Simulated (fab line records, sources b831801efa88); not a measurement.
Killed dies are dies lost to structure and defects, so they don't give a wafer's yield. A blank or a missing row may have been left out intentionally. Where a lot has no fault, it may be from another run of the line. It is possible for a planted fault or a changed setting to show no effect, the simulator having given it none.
fab line records ; flow sky130
record lots=5; wafers=15; last_day=50
route steps=708 shown GATE_OXIDE@194 POLY_GATE@204 RES_PROTECT@206
lots with no fault: from the same line, run without faults
start_h: the number of hours between the record's first day and the start of the first shown wafer of the lot ; wait_h: time in hours since the lot's previous step ; " the same as in the row above ; L1.1+2: several wafers, shown together as one row ; - either no value or no given start ; * or withheld: withheld ; < > ~ a bound
route shown NAME@n: NAME is a module with steps in the file, n the number in the route of the first one ; usual: mean/standard deviation of fault-free wafers ; same: alike in all rows ; chamber/n: place in a boat ; sites: the reading at each site ; _std_site: their standard deviation ; _edge_site: outer sites' mean less inner sites' ; radius_mm: how far each site lies from the wafer's centre ; mask NAME#n: copy n ; behind: the most recent tool/chamber to have shaped the wafer ; hold: cause of the lot's hold/its duration in hours/its outcome ; device: the transistor (n, p or np) that didn't switch ; end of line: tests of these same wafers at the route's end ; a step without rows: its recipe alone ; killed: dies that structure and defects cost at the first sort, which is not the same as the wafer's yield ; map: the dies of a wafer, with x for killed, . for not killed, _ for no die there
set.NAME: the setting as run; set.NAME@STEP: as run at that earlier step ; model.NAME: the simulator's own value behind a step, which no gauge read
lots seen at some steps along the route; tables by step, rows by wafer
services: the hour from which a tool's chamber was out of use, counted from the record's first day as start_h (under 0 if before that day), plus the number of hours and why
## steps
# step SKY_GATE_OXIDE_EXPOSE_07
# recipe mask_id=LVOM; na=0.6; source_shape=conventional; sigma_outer=0.6; polarization=unpolarized; target_cd_nm=600; dose_mj=170
lot.wafer;tool;chamber;start_h;wait_h;mask
L074.3+4+5;iline_stepper-01;0;-;-;LVOM#0
L079.2+3+5;iline_stepper-01;0;-;-;LVOM#0
L084.2+3+6;iline_stepper-01;0;-;-;LVOM#0
L089.1+4+6;iline_stepper-02;0;-;-;LVOM#0
L095.3+4+5;iline_stepper-02;0;-;-;LVOM#0
# step SKY_GATE_OXIDE_PEB_08
# recipe temp_c=withheld; time_s=*; resist=NOVOLAK
# usual chill_plate_temp_C=*
lot.wafer;tool;chamber;start_h;wait_h;chill_plate_temp_C
L074.3;litho_track-01;0;-;-;*
L074.4;litho_track-01;0;-;-;*
L074.5;litho_track-01;0;-;-;*
L079.2;litho_track-04;0;-;-;*
L079.3;litho_track-04;0;-;-;*
L079.5;litho_track-04;0;-;-;*
L084.2;litho_track-01;0;-;-;*
L084.3;litho_track-01;0;-;-;*
L084.6;litho_track-01;0;-;-;*
L089.1;litho_track-01;0;-;-;*
L089.4;litho_track-01;0;-;-;*
L089.6;litho_track-01;0;-;-;*
L095.3;litho_track-01;0;-;-;*
L095.4;litho_track-01;0;-;-;*
L095.5;litho_track-01;0;-;-;*
# step SKY_GATE_OXIDE_DEVELOP_09
# recipe resist=NOVOLAK; developer=TMAH; develop_time_s=60; dev_temp_c=23
# usual chill_plate_temp_C=22.99/0.095
lot.wafer;tool;chamber;start_h;wait_h;chill_plate_temp_C
L074.3;litho_track-01;0;305.42;0.1;22.92
L074.4;litho_track-01;0;305.42;0.1;23.04
L074.5;litho_track-01;0;305.42;0.1;22.93
L079.2;litho_track-04;0;355.95;0.1;23.06
L079.3;litho_track-04;0;355.95;0.1;23.00
L079.5;litho_track-04;0;355.95;0.1;22.91
L084.2;litho_track-01;0;394.30;0.1;22.85
L084.3;litho_track-01;0;394.30;0.1;22.99
L084.6;litho_track-01;0;394.30;0.1;22.90
L089.1;litho_track-01;0;443.32;0.1;22.97
L089.4;litho_track-01;0;443.32;0.1;23.07
L089.6;litho_track-01;0;443.32;0.1;22.83
L095.3;litho_track-01;0;497.92;0.1;23.08
L095.4;litho_track-01;0;497.92;0.1;22.96
L095.5;litho_track-01;0;497.92;0.1;22.93
# step SKY_GATE_OXIDE_OVL_MEAS_10
# usual GATE_OXIDE_OVL=0.0/1.6
lot.wafer;tool;chamber;start_h;wait_h;GATE_OXIDE_OVL[nm]
L074.3;overlay-01;-;305.54;0.1;-3.1
L074.4;overlay-01;-;305.54;0.1;-2.4
L074.5;overlay-01;-;305.54;0.1;-0.5
L079.2;overlay-02;-;356.09;0.1;0.4
L079.3;overlay-02;-;356.09;0.1;1.5
L079.5;overlay-02;-;356.09;0.1;1.9
L084.2;overlay-01;-;394.43;0.1;-4.0
L084.3;overlay-01;-;394.43;0.1;-2.8
L084.6;overlay-01;-;394.43;0.1;-2.3
L089.1;overlay-02;-;443.47;0.1;-0.2
L089.4;overlay-02;-;443.47;0.1;-0.1
L089.6;overlay-02;-;443.47;0.1;0.2
L095.3;overlay-01;-;498.03;0.1;1.4
L095.4;overlay-01;-;498.03;0.1;-2.5
L095.5;overlay-01;-;498.03;0.1;-1.2
# step SKY_GATE_OXIDE_IMPLANT_11
# recipe species=B; energy_kev=9.949; dose_cm2=2.6e+12; tilt_deg=withheld
lot.wafer;tool;chamber;start_h;wait_h
L074.3+4+5;implanter-04;0;305.61;0.1
L079.2+3+5;implanter-02;0;356.14;0.0
L084.2+3+6;implanter-02;0;394.48;0.0
L089.1+4+6;implanter-03;0;443.51;0.0
L095.3+4+5;implanter-04;0;498.11;0.1
# step SKY_GATE_OXIDE_WET_ETCH_12
# recipe chemistry=dHF; target_depth_nm=16.8; dry=n2_spin; target=SiO2; dilution=100:1; temp_c=25; time_s=336
lot.wafer;tool;chamber;start_h;wait_h
L074.3+4+5;wet_bench-04;0;305.71;0.1
L079.2+3+5;wet_bench-04;1;356.27;0.1
L084.2+3+6;wet_bench-01;2;394.61;0.1
L089.1+4+6;wet_bench-04;1;443.66;0.1
L095.3+4+5;wet_bench-04;0;498.21;0.1
# step SKY_GATE_OXIDE_STRIP_13
# recipe chemistry=O2/N2; power_w=1400; pressure_mtorr=1500; platen_temp_c=withheld; o2_flow_sccm=3000; n2_flow_sccm=300; overash_fraction=0.5
# usual drypump_motor_current_A=6.0/0.35; o2_flow_sccm=2998/8.5; oes_product_au=0.715/0.0049; strip_time_to_endpoint_s=14.17/0.037
lot.wafer;tool;chamber;start_h;wait_h;drypump_motor_current_A;o2_flow_sccm;oes_product_au;rf_hours_counter_h;strip_time_to_endpoint_s
L074.3;plasma_asher-02;1;306.23;0.0;5.5;2980;0.717;-;14.11
L074.4;plasma_asher-02;0;306.23;0.0;5.8;3004;0.719;-;14.15
L074.5;plasma_asher-02;0;306.23;0.0;5.8;3008;0.720;-;14.16
L079.2;plasma_asher-03;1;356.37;0.0;6.5;3001;0.717;23;14.15
L079.3;plasma_asher-03;0;356.37;0.0;5.9;3003;0.711;-;14.13
L079.5;plasma_asher-03;0;356.37;0.0;5.9;3002;0.725;-;14.12
L084.2;plasma_asher-03;0;394.71;0.0;5.9;3000;0.720;27;14.21
L084.3;plasma_asher-03;1;394.71;0.0;6.5;3001;0.708;-;14.20
L084.6;plasma_asher-03;0;394.71;0.0;5.9;3009;0.717;-;14.20
L089.1;plasma_asher-03;0;443.76;0.0;5.9;2994;0.720;32;14.17
L089.4;plasma_asher-03;1;443.76;0.0;6.5;2987;0.725;-;14.16
L089.6;plasma_asher-03;0;443.76;0.0;5.9;2990;0.710;-;14.19
L095.3;plasma_asher-03;1;498.34;0.0;6.5;2995;0.714;-;14.17
L095.4;plasma_asher-03;0;498.34;0.0;5.9;3000;0.719;-;14.19
L095.5;plasma_asher-03;0;498.34;0.0;5.9;2987;0.717;-;14.15
# step SKY_GATE_OXIDE_TW_MEAS_14
# usual GATE_OXIDE_TW=224.8/1.7
lot.wafer;tool;chamber;start_h;wait_h;GATE_OXIDE_TW
L074.3;film_metro-03;-;306.31;0.1;224.2
L074.4;film_metro-03;-;306.31;0.1;223.6
L074.5;film_metro-03;-;306.31;0.1;225.3
L079.2;film_metro-02;-;356.48;0.1;223.1
L079.3;film_metro-02;-;356.48;0.1;222.7
L079.5;film_metro-02;-;356.48;0.1;223.2
L084.2;film_metro-02;-;394.82;0.1;222.9
L084.3;film_metro-02;-;394.82;0.1;222.3
L084.6;film_metro-02;-;394.82;0.1;222.3
L089.1;film_metro-04;-;443.86;0.1;226.3
L089.4;film_metro-04;-;443.86;0.1;226.6
L089.6;film_metro-04;-;443.86;0.1;227.2
L095.3;film_metro-02;-;498.43;0.1;222.9
L095.4;film_metro-02;-;498.43;0.1;222.8
L095.5;film_metro-02;-;498.43;0.1;222.3
# step SKY_GATE_OXIDE_CLEAN_15
# recipe chemistry=SC1/SC2; mix=1:4:20; temp_c=70; time_s=150; dry=n2_spin
lot.wafer;tool;chamber;start_h;wait_h
L074.3+4+5;wet_bench-03;0;306.35;0.0
L079.2+3+5;wet_bench-03;0;356.53;0.0
L084.2+3+6;wet_bench-03;0;394.87;0.0
L089.1+4+6;wet_bench-03;2;443.92;0.1
L095.3+4+5;wet_bench-03;3;498.47;0.0
# step SKY_GATE_OXIDE_OXIDATION_16
# recipe temp_c=800; ambient=O2; idle_temp_c=700; ramp_up_c_per_min=10; ramp_down_c_per_min=3; stabilise_s=600; purge_s=300; target_thk_a=35.7; ox_time_s=1915
# usual ramp_up_c_per_min=9.9998/0.0018
# same purge_s=300
lot.wafer;tool;chamber;start_h;wait_h;ramp_up_c_per_min
L074.3;furnace-02;0;307.57;1.2;9.9992
L074.4;furnace-02;0;307.57;1.2;10.001
L074.5;furnace-02;0;307.57;1.2;9.9996
L079.2;furnace-01;0;356.89;0.3;9.9994
L079.3;furnace-01;0;356.89;0.3;9.9987
L079.5;furnace-01;0;356.89;0.3;9.9992
L084.2;furnace-01;0;394.93;0.0;10.002
L084.3;furnace-01;0;394.93;0.0;10.003
L084.6;furnace-01;0;394.93;0.0;9.9995
L089.1;furnace-02;0;445.03;1.1;9.9996
L089.4;furnace-02;0;445.03;1.1;10.000
L089.6;furnace-02;0;445.03;1.1;9.9987
L095.3;furnace-01;0;498.52;0.0;10.001
L095.4;furnace-01;0;498.52;0.0;10.000
L095.5;furnace-01;0;498.52;0.0;9.9970
# step SKY_POLY_GATE_CVD_00
# recipe material=poly-Si; target_thk_nm=180; temp_c=620; time_s=720; pressure_mtorr=200
lot.wafer;tool;chamber;start_h;wait_h
L074.3+4+5;lpcvd-01;1;309.10;0.0
L079.2+3+5;lpcvd-01;0;358.42;0.0
L084.2+3+6;lpcvd-01;0;396.46;0.0
L089.1+4+6;lpcvd-01;0;446.56;0.0
L095.3+4+5;lpcvd-01;1;500.05;0.0
# step SKY_POLY_GATE_THK_MEAS_01
# recipe reads=poly-Si_of_POLY_GATE_CVD_00
# usual POLY_GATE_CVD_00_THK=181.0/1.5
lot.wafer;tool;chamber;start_h;wait_h;POLY_GATE_CVD_00_THK[nm]
L074.3;film_metro-04;-;310.32;0.0;178.5
L074.4;film_metro-04;-;310.32;0.0;179.9
L074.5;film_metro-04;-;310.32;0.0;179.2
L079.2;film_metro-04;-;359.63;0.0;180.8
L079.3;film_metro-04;-;359.63;0.0;180.5
L079.5;film_metro-04;-;359.63;0.0;179.7
L084.2;film_metro-01;-;397.67;0.0;179.3
L084.3;film_metro-01;-;397.67;0.0;178.2
L084.6;film_metro-01;-;397.67;0.0;179.9
L089.1;film_metro-03;-;447.76;0.0;183.8
L089.4;film_metro-03;-;447.76;0.0;183.1
L089.6;film_metro-03;-;447.76;0.0;182.2
L095.3;film_metro-01;-;501.27;0.0;181.1
L095.4;film_metro-01;-;501.27;0.0;180.9
L095.5;film_metro-01;-;501.27;0.0;180.7
# step SKY_RES_PROTECT_DEHYDRATE_00
# recipe temp_c=200; time_s=60
# usual chill_plate_temp_C=22.99/0.098
lot.wafer;tool;chamber;start_h;wait_h;chill_plate_temp_C
L074.3;litho_track-02;0;323.17;12.8;23.11
L074.4;litho_track-02;0;323.17;12.8;22.95
L074.5;litho_track-02;0;323.17;12.8;23.05
L079.2;litho_track-02;0;372.75;13.1;22.96
L079.3;litho_track-02;0;372.75;13.1;23.00
L079.5;litho_track-02;0;372.75;13.1;22.85
L084.2;litho_track-03;0;411.64;14.0;22.92
L084.3;litho_track-03;0;411.64;14.0;22.87
L084.6;litho_track-03;0;411.64;14.0;23.10
L089.1;litho_track-02;0;461.12;13.4;22.94
L089.4;litho_track-02;0;461.12;13.4;22.80
L089.6;litho_track-02;0;461.12;13.4;22.86
L095.3;litho_track-02;0;515.82;14.5;23.06
L095.4;litho_track-02;0;515.82;14.5;23.00
L095.5;litho_track-02;0;515.82;14.5;23.09
# step SKY_RES_PROTECT_HMDS_01
# recipe prime_time_s=60; prime_temp_c=120
# usual chill_plate_temp_C=22.99/0.11
lot.wafer;tool;chamber;start_h;wait_h;chill_plate_temp_C
L074.3;litho_track-02;0;323.32;0.1;23.03
L074.4;litho_track-02;0;323.32;0.1;22.98
L074.5;litho_track-02;0;323.32;0.1;22.91
L079.2;litho_track-02;0;372.90;0.1;22.89
L079.3;litho_track-02;0;372.90;0.1;22.73
L079.5;litho_track-02;0;372.90;0.1;22.88
L084.2;litho_track-03;0;411.79;0.1;23.00
L084.3;litho_track-03;0;411.79;0.1;23.06
L084.6;litho_track-03;0;411.79;0.1;23.08
L089.1;litho_track-02;0;461.27;0.1;22.78
L089.4;litho_track-02;0;461.27;0.1;22.99
L089.6;litho_track-02;0;461.27;0.1;22.80
L095.3;litho_track-02;0;515.97;0.1;23.19
L095.4;litho_track-02;0;515.97;0.1;23.24
L095.5;litho_track-02;0;515.97;0.1;23.17
# step SKY_RES_PROTECT_COAT_02
# recipe resist=NOVOLAK; spin_rpm=3000; resist_thk_nm=1140
# usual chill_plate_temp_C=23.00/0.083
lot.wafer;tool;chamber;start_h;wait_h;chill_plate_temp_C
L074.3;litho_track-02;0;323.47;0.1;23.03
L074.4;litho_track-02;0;323.47;0.1;22.99
L074.5;litho_track-02;0;323.47;0.1;23.10
L079.2;litho_track-02;0;373.05;0.1;22.94
L079.3;litho_track-02;0;373.05;0.1;22.92
L079.5;litho_track-02;0;373.05;0.1;22.84
L084.2;litho_track-03;0;411.94;0.1;23.06
L084.3;litho_track-03;0;411.94;0.1;22.95
L084.6;litho_track-03;0;411.94;0.1;23.01
L089.1;litho_track-02;0;461.42;0.1;22.90
L089.4;litho_track-02;0;461.42;0.1;23.09
L089.6;litho_track-02;0;461.42;0.1;23.07
L095.3;litho_track-02;0;516.12;0.1;22.96
L095.4;litho_track-02;0;516.12;0.1;22.98
L095.5;litho_track-02;0;516.12;0.1;22.95
# step SKY_RES_PROTECT_SOFTBAKE_03
# recipe temp_c=90; time_s=60; resist=NOVOLAK
# usual chill_plate_temp_C=23.00/0.1
lot.wafer;tool;chamber;start_h;wait_h;chill_plate_temp_C
L074.3;litho_track-02;0;323.62;0.1;22.93
L074.4;litho_track-02;0;323.62;0.1;22.92
L074.5;litho_track-02;0;323.62;0.1;22.84
L079.2;litho_track-02;0;373.20;0.1;22.78
L079.3;litho_track-02;0;373.20;0.1;22.84
L079.5;litho_track-02;0;373.20;0.1;22.98
L084.2;litho_track-03;0;412.09;0.1;23.13
L084.3;litho_track-03;0;412.09;0.1;23.07
L084.6;litho_track-03;0;412.09;0.1;23.07
L089.1;litho_track-02;0;461.57;0.1;22.92
L089.4;litho_track-02;0;461.57;0.1;22.79
L089.6;litho_track-02;0;461.57;0.1;22.98
L095.3;litho_track-02;0;516.27;0.1;23.09
L095.4;litho_track-02;0;516.27;0.1;23.02
L095.5;litho_track-02;0;516.27;0.1;23.04
# step SKY_RES_PROTECT_EXPOSE_04
# recipe mask_id=RPM; na=0.6; source_shape=conventional; sigma_outer=0.6; polarization=unpolarized; target_cd_nm=1270; dose_mj=131
lot.wafer;tool;chamber;start_h;wait_h;mask
L074.3+4+5;iline_stepper-01;0;-;-;RPM#0
L079.2+3+5;iline_stepper-01;0;-;-;RPM#0
L084.2+3+6;iline_stepper-02;0;-;-;RPM#0
L089.1+4+6;iline_stepper-02;0;-;-;RPM#0
L095.3+4+5;iline_stepper-02;0;-;-;RPM#0
# step SKY_RES_PROTECT_PEB_05
# recipe temp_c=withheld; time_s=*; resist=NOVOLAK
# usual chill_plate_temp_C=*
lot.wafer;tool;chamber;start_h;wait_h;chill_plate_temp_C
L074.3;litho_track-04;0;-;-;*
L074.4;litho_track-04;0;-;-;*
L074.5;litho_track-04;0;-;-;*
L079.2;litho_track-02;0;-;-;*
L079.3;litho_track-02;0;-;-;*
L079.5;litho_track-02;0;-;-;*
L084.2;litho_track-02;0;-;-;*
L084.3;litho_track-02;0;-;-;*
L084.6;litho_track-02;0;-;-;*
L089.1;litho_track-02;0;-;-;*
L089.4;litho_track-02;0;-;-;*
L089.6;litho_track-02;0;-;-;*
L095.3;litho_track-04;0;-;-;*
L095.4;litho_track-04;0;-;-;*
L095.5;litho_track-04;0;-;-;*
# step SKY_RES_PROTECT_DEVELOP_06
# recipe resist=NOVOLAK; developer=TMAH; develop_time_s=60; dev_temp_c=23
# usual chill_plate_temp_C=23.00/0.11
lot.wafer;tool;chamber;start_h;wait_h;chill_plate_temp_C
L074.3;litho_track-04;0;336.88;0.1;23.08
L074.4;litho_track-04;0;336.88;0.1;23.03
L074.5;litho_track-04;0;336.88;0.1;23.02
L079.2;litho_track-02;0;387.45;0.1;22.93
L079.3;litho_track-02;0;387.45;0.1;22.78
L079.5;litho_track-02;0;387.45;0.1;22.72
L084.2;litho_track-02;0;426.75;0.1;22.83
L084.3;litho_track-02;0;426.75;0.1;22.84
L084.6;litho_track-02;0;426.75;0.1;22.79
L089.1;litho_track-02;0;477.02;0.1;22.97
L089.4;litho_track-02;0;477.02;0.1;22.87
L089.6;litho_track-02;0;477.02;0.1;22.73
L095.3;litho_track-04;0;530.63;0.1;23.08
L095.4;litho_track-04;0;530.63;0.1;23.20
L095.5;litho_track-04;0;530.63;0.1;23.14
# step SKY_POLY_GATE_IMPLANT_02
# recipe species=P; energy_kev=30; dose_cm2=7.7e+15; tilt_deg=0
# usual tilt_deg=-0.001/0.023
lot.wafer;tool;chamber;start_h;wait_h;tilt_deg
L074.3;implanter-02;0;337.03;0.1;-0.018
L074.4;implanter-02;0;337.03;0.1;0.001
L074.5;implanter-02;0;337.03;0.1;-0.004
L079.2;implanter-01;0;387.60;0.1;-0.011
L079.3;implanter-01;0;387.60;0.1;0.009
L079.5;implanter-01;0;387.60;0.1;0.009
L084.2;implanter-01;0;426.90;0.1;0.026
L084.3;implanter-01;0;426.90;0.1;0.051
L084.6;implanter-01;0;426.90;0.1;0.026
L089.1;implanter-02;0;477.17;0.1;0.011
L089.4;implanter-02;0;477.17;0.1;0.027
L089.6;implanter-02;0;477.17;0.1;-0.004
L095.3;implanter-02;0;530.78;0.1;0.016
L095.4;implanter-02;0;530.78;0.1;-0.033
L095.5;implanter-02;0;530.78;0.1;0.014
# step SKY_RES_PROTECT_STRIP_07
# recipe chemistry=O2/N2; power_w=1400; pressure_mtorr=1500; platen_temp_c=withheld; o2_flow_sccm=3000; n2_flow_sccm=300; overash_fraction=0.5
# usual drypump_motor_current_A=5.7/0.36; o2_flow_sccm=2999/8.5; oes_product_au=0.518/0.0045; strip_time_to_endpoint_s=23.28/0.039
lot.wafer;tool;chamber;start_h;wait_h;drypump_motor_current_A;o2_flow_sccm;oes_product_au;rf_hours_counter_h;strip_time_to_endpoint_s
L074.3;plasma_asher-04;1;337.16;0.1;6.0;2991;0.524;-;23.27
L074.4;plasma_asher-04;0;337.16;0.1;6.1;2996;0.515;-;23.24
L074.5;plasma_asher-04;1;337.16;0.1;6.1;3003;0.521;-;23.28
L079.2;plasma_asher-02;0;387.72;0.1;5.9;3010;0.522;55;23.25
L079.3;plasma_asher-02;1;387.72;0.1;5.5;3003;0.515;-;23.25
L079.5;plasma_asher-02;0;387.72;0.1;5.9;3003;0.511;-;23.25
L084.2;plasma_asher-02;0;427.02;0.1;5.8;3001;0.514;60;23.21
L084.3;plasma_asher-02;0;427.02;0.1;5.9;3004;0.513;-;23.19
L084.6;plasma_asher-02;0;427.02;0.1;5.9;2986;0.520;-;23.27
L089.1;plasma_asher-04;1;477.32;0.1;6.1;2999;0.519;75;23.26
L089.4;plasma_asher-04;1;477.32;0.1;6.1;2991;0.514;-;23.27
L089.6;plasma_asher-04;0;477.32;0.1;6.1;2999;0.519;-;23.26
L095.3;plasma_asher-01;1;530.91;0.1;5.2;3014;0.521;-;23.24
L095.4;plasma_asher-01;0;530.91;0.1;5.2;2982;0.514;-;23.26
L095.5;plasma_asher-01;0;530.91;0.1;5.2;2986;0.518;-;23.21
# step SKY_RES_PROTECT_TW_MEAS_08
# usual POLY_GATE_TW=4064/25
lot.wafer;tool;chamber;start_h;wait_h;POLY_GATE_TW
L074.3;film_metro-01;-;337.25;0.1;4089
L074.4;film_metro-01;-;337.25;0.1;4083
L074.5;film_metro-01;-;337.25;0.1;4086
L079.2;film_metro-04;-;387.83;0.1;4089
L079.3;film_metro-04;-;387.83;0.1;4081
L079.5;film_metro-04;-;387.83;0.1;4064
L084.2;film_metro-02;-;427.13;0.1;4037
L084.3;film_metro-02;-;427.13;0.1;4031
L084.6;film_metro-02;-;427.13;0.1;4040
L089.1;film_metro-01;-;477.42;0.1;4085
L089.4;film_metro-01;-;477.42;0.1;4102
L089.6;film_metro-01;-;477.42;0.1;4083
L095.3;film_metro-04;-;531.00;0.1;4045
L095.4;film_metro-04;-;531.00;0.1;4073
L095.5;film_metro-04;-;531.00;0.1;4053
# step SKY_RES_PROTECT_CLEAN_09
# recipe chemistry=SC1/SC2; mix=1:4:20; temp_c=70; time_s=150; dry=n2_spin
lot.wafer;tool;chamber;start_h;wait_h
L074.3+4+5;wet_bench-02;3;337.29;0.0
L079.2+3+5;wet_bench-01;1;387.88;0.0
L084.2+3+6;wet_bench-04;2;427.18;0.0
L089.1+4+6;wet_bench-02;2;477.48;0.1
L095.3+4+5;wet_bench-02;3;531.04;0.0
# step SKY_POLY_GATE_CVD_03
# recipe material=Si3N4; precursor=DCS/NH3; target_thk_nm=75; temp_c=770; time_s=1290; pressure_mtorr=250
lot.wafer;tool;chamber;start_h;wait_h
L074.3+4+5;lpcvd-02;0;337.34;0.0
L079.2+3+5;lpcvd-02;0;389.07;1.1
L084.2+3+6;lpcvd-02;0;428.48;1.2
L089.1+4+6;lpcvd-02;0;477.53;0.0
L095.3+4+5;lpcvd-02;1;532.13;1.0
# step SKY_POLY_GATE_THK_MEAS_04
# recipe reads=Si3N4_of_POLY_GATE_CVD_03
# usual POLY_GATE_CVD_03_THK=75.3/0.64
lot.wafer;tool;chamber;start_h;wait_h;POLY_GATE_CVD_03_THK[nm]
L074.3;film_metro-01;-;338.72;0.0;75.4
L074.4;film_metro-01;-;338.72;0.0;75.3
L074.5;film_metro-01;-;338.72;0.0;74.6
L079.2;film_metro-01;-;391.12;0.0;75.6
L079.3;film_metro-01;-;391.12;0.0;75.5
L079.5;film_metro-01;-;391.12;0.0;76.0
L084.2;film_metro-01;-;429.85;0.0;74.7
L084.3;film_metro-01;-;429.85;0.0;74.5
L084.6;film_metro-01;-;429.85;0.0;74.8
L089.1;film_metro-01;-;478.89;0.0;76.4
L089.4;film_metro-01;-;478.89;0.0;76.7
L089.6;film_metro-01;-;478.89;0.0;76.1
L095.3;film_metro-01;-;534.19;0.0;75.3
L095.4;film_metro-01;-;534.19;0.0;75.3
L095.5;film_metro-01;-;534.19;0.0;75.3
# step SKY_POLY_GATE_DEHYDRATE_05
# recipe temp_c=200; time_s=60
# usual chill_plate_temp_C=22.99/0.11
lot.wafer;tool;chamber;start_h;wait_h;chill_plate_temp_C
L074.3;litho_track-01;0;351.67;12.9;23.00
L074.4;litho_track-01;0;351.67;12.9;23.20
L074.5;litho_track-01;0;351.67;12.9;23.00
L079.2;litho_track-03;0;404.24;13.1;22.88
L079.3;litho_track-03;0;404.24;13.1;22.76
L079.5;litho_track-03;0;404.24;13.1;22.75
L084.2;litho_track-01;0;444.80;14.9;22.96
L084.3;litho_track-01;0;444.80;14.9;23.13
L084.6;litho_track-01;0;444.80;14.9;22.88
L089.1;litho_track-02;0;492.67;13.8;23.06
L089.4;litho_track-02;0;492.67;13.8;22.84
L089.6;litho_track-02;0;492.67;13.8;23.07
L095.3;litho_track-03;0;548.56;14.4;22.92
L095.4;litho_track-03;0;548.56;14.4;22.87
L095.5;litho_track-03;0;548.56;14.4;22.99
# step SKY_POLY_GATE_HMDS_06
# recipe prime_time_s=60; prime_temp_c=120
# usual chill_plate_temp_C=23.00/0.098
lot.wafer;tool;chamber;start_h;wait_h;chill_plate_temp_C
L074.3;litho_track-01;0;351.82;0.1;23.05
L074.4;litho_track-01;0;351.82;0.1;22.93
L074.5;litho_track-01;0;351.82;0.1;23.12
L079.2;litho_track-03;0;404.39;0.1;22.86
L079.3;litho_track-03;0;404.39;0.1;23.02
L079.5;litho_track-03;0;404.39;0.1;22.92
L084.2;litho_track-01;0;444.95;0.1;23.02
L084.3;litho_track-01;0;444.95;0.1;23.03
L084.6;litho_track-01;0;444.95;0.1;23.07
L089.1;litho_track-02;0;492.82;0.1;23.08
L089.4;litho_track-02;0;492.82;0.1;22.93
L089.6;litho_track-02;0;492.82;0.1;23.01
L095.3;litho_track-03;0;548.71;0.1;22.83
L095.4;litho_track-03;0;548.71;0.1;22.93
L095.5;litho_track-03;0;548.71;0.1;22.73
## services
tool;chamber;start_h;hours;kind
implanter-01;-;275.12;4.1;pm
iline_stepper-01;-;278.59;1.7;pm
implanter-02;-;285.37;3.9;repair
implanter-02;-;290.62;2.5;repair
lpcvd-01;-;295.23;2.8;pm
furnace-01;-;300.65;2.7;pm
implanter-02;-;308.24;2.5;repair
wet_bench-02;-;328.96;2.0;repair
plasma_asher-03;-;336.64;6.1;repair
implanter-02;-;348.98;4.0;repair
plasma_asher-02;-;350.37;8.3;repair
plasma_asher-02;-;362.59;6.9;pm
iline_stepper-02;-;372.27;28.9;pm
plasma_asher-03;-;405.95;3.6;repair
wet_bench-03;-;406.73;3.8;repair
iline_stepper-02;-;414.96;1.7;pm
iline_stepper-01;-;418.20;19.3;repair
furnace-01;-;432.66;3.8;pm
implanter-02;-;443.34;3.8;pm
wet_bench-03;-;457.53;4.4;pm
implanter-02;-;459.16;3.0;pm
iline_stepper-02;-;462.94;4.4;pm
furnace-01;-;468.90;3.9;pm
furnace-01;-;539.21;17.7;pm
## key
fault none
